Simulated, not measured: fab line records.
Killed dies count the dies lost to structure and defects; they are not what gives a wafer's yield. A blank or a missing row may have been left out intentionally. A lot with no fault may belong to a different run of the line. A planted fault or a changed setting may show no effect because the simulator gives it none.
Comparing a struck lot with a sound one :: flow gf180mcu :: 14 steps out of a route of 602
Sound: the wafers L654.2, L654.5, L654.6. Wafers struck: L644.4, L644.5, L644.6. The cause is given at the end.
For every step that has rows: the tool of each side, followed by ch and its chambers, followed by its first start. Under that, the readings that differ: sound wafers :: struck wafers :: difference of the means :: sigmas: that difference in standard deviations of wafers without a fault.
alike: same words and numbers on both sides, and readings whose means sit less than 2 such deviations apart. not compared: any withheld reading, any reading some wafer has no value for, any bound like >300 that may hide the same value, and any number with overlapping values for which the record gives no deviation.
Wherever a step has rows on one side only, a row that says differs or no value, or a row with sigmas, the two part there. Numbers that don't overlap but have no deviation are shown without sigmas and don't part them. Lack of a reading on every wafer of one side parts them only where that side has two or more wafers.

GF_SALICIDE_RTA_08: time 30 s.
  sound on rtp_anneal-01 ch 0, day 22 05:07; struck on rtp_anneal-02 ch 0, day 18 21:16
  alike: anneal_temp_c_max, lamp_power_pct, wafer_temp_C_max
then, 1 step without rows for these wafers: GF_CONTACT_CVD_00 (deposits SiO2, target thk 300 nm, time 50 s).
GF_CONTACT_THK_MEAS_01:
  sound: film_metro-02 at day 22 05:16; struck: film_metro-04 at day 18 21:25
  alike: CONTACT_CVD_00_THK
GF_CONTACT_CVD_02: deposits SiO2 from TEOS, target thk 860 nm, time 95.992 s.
  sound on pecvd-04 ch 1,2, day 22 05:19; struck on pecvd-04 ch 0,1,2, day 18 21:29
  alike: heater_power_w, susceptor_temp_C
  not compared: since_wet_clean_h
GF_CONTACT_THK_MEAS_03:
  sound: film_metro-02 at day 22 05:23; struck: film_metro-01 at day 18 21:35
  alike: CONTACT_CVD_02_THK
GF_CONTACT_CMP_04: polishes SiO2.
  sound on cmp-01 ch 0,2,3, day 22 05:32; struck on cmp-01 ch 0,1,3, day 18 21:53
  alike: head_pressure_psi, motor_current_A, retaining_ring_pressure_frac, time_to_endpoint_s
GF_CONTACT_BOW_MEAS_05:
  sound: film_metro-04 at day 22 05:46; struck: film_metro-01 at day 18 22:05
  alike: CONTACT_BOW
then, 5 steps without rows for these wafers: GF_CONTACT_DEHYDRATE_06 (time 60 s); GF_CONTACT_HMDS_07 (prime time 60 s); GF_CONTACT_COAT_08; GF_CONTACT_COAT_09 (resist thk 1000 nm); GF_CONTACT_SOFTBAKE_10 (time 60 s).
GF_CONTACT_EXPOSE_11: exposes mask Contact, target cd 220 nm.
  struck on krf_scanner-02, day 19 10:12; sound on krf_scanner-01 ch 0, day 22 17:31
  no value came back on the struck wafers for exposure_dose_mJ_cm2, focus_offset_nm (nm); on the sound wafers exposure_dose_mJ_cm2 reads 37.92 37.97 37.90
  alike: mask
then, 1 step without rows for these wafers: GF_CONTACT_PEB_12 (peb time 90 s).

WHERE THEY PART
At GF_CONTACT_EXPOSE_11 and nowhere else, as far as this record goes.

WHY: whatever the simulator had introduced
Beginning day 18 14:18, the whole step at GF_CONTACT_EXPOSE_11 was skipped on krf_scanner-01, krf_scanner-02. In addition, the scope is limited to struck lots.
